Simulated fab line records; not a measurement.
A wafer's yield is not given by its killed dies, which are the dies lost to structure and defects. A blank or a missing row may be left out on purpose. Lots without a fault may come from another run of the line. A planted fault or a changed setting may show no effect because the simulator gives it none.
Code-filled problem report in 8D (eight disciplines) form :: flow gf180mcu :: the parts of the form that need people (team, actions taken, sign-off) are left out

1. WHAT WENT WRONG
Wafers free of any fault read 50.0 nm (standard deviation 0.62) for SAB_CVD_00_THK at GF_SAB_THK_MEAS_01, against a mean of 63.1 nm on 3 wafers of 2 lots. Relative to the usual mean, that is a shift of +21 standard deviations.
The first sign was on wafer L471.5 at day 17 03:07, on film_metro-03. The record has a number at this step for 42 wafers belonging to 14 lots. By rule, "out" or "out of limits" means more than 4 standard deviations away from the usual mean. The other wafers with a number count as sound.

2. WHAT IT IS; WHAT IT IS NOT
question: which readings at this step
is: SAB_CVD_00_THK
is not: -

question: which lots
is: L471, L473
is not: L463, L464, L465, L469, L470, L472, L474, L480, L481, L483, L484, L486

question: which wafers of those lots
is: L471.5, L473.1, L473.3
is not: L471.2, L471.6, L473.6

question: read on which gauges
is: film_metro-03, film_metro-04
is not: film_metro-01

question: when
is: from day 17 03:07
is not: up to then (17 sound wafers); but 22 sound wafers of L472, L473, L474, L480, L481, L483, L484, L486 came after

3. THE SUSPECTS, EACH WITH WHAT RULES IT OUT
Counting: any tool at a process step up to the reading remains a suspect provided it ran every lot that is out. Sound lots after the first of them don't rule it out here, since some wafers of a struck lot are sound.
- the gauge at GF_SAB_THK_MEAS_01 is ruled out. The wafers that are out were read on 2 gauges (film_metro-03, film_metro-04).
- pecvd-04 at GF_SAB_CVD_00 (deposits SiO2 from TEOS, target thk 50 nm, time 4.9302 s): kept. It ran every lot that is out, first L471 (day 17 03:05); its last sound lot up to then is L470 (day 16 12:43).
Remaining after the count: pecvd-04 at GF_SAB_CVD_00.

4. THE CAUSE (what the simulator had put in)
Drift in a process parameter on pecvd-04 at GF_SAB_CVD_00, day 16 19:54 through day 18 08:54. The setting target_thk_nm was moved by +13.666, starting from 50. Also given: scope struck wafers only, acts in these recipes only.
Counting left only this tool.

5. THE CHAIN OF EFFECTS, in route order
One row per reading whose mean, taken over the struck wafers that have a number, lies over 3 standard deviations from the usual. Readings are gone through only where the record gives a usual standard deviation; hours: the median, over the lots, of the time from a lot's start at the first step in this table giving one to that lot's start at this step; sigmas: the change measured in usual standard deviations.
hours: 0
step: GF_SAB_THK_MEAS_01
reading: SAB_CVD_00_THK
usual: 50.0 nm
on struck wafers: 63.1
change: +13.1
sigmas: +21
Later measuring or inspecting steps at which every struck wafer that the step has a row for has a number for every such reading, and none has moved that far: GF_CONTACT_CD_MEAS_14.

6. HOW IT WOULD HAVE BEEN CAUGHT EARLIER
7 hours passed between the start of the fault at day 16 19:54 and the first reading out of limits at a measuring or inspecting step in this record, taken at day 17 03:07.
Of the tool readings at GF_SAB_CVD_00 for which the record gives a usual standard deviation, none was out on any struck wafer, so an alarm limit of 4 standard deviations on them would not have fired.
Among the 2 lots that are out, L473 began GF_SAB_CVD_00 on pecvd-04 after day 17 03:07. Had the tool been put on hold then, it would have been spared.
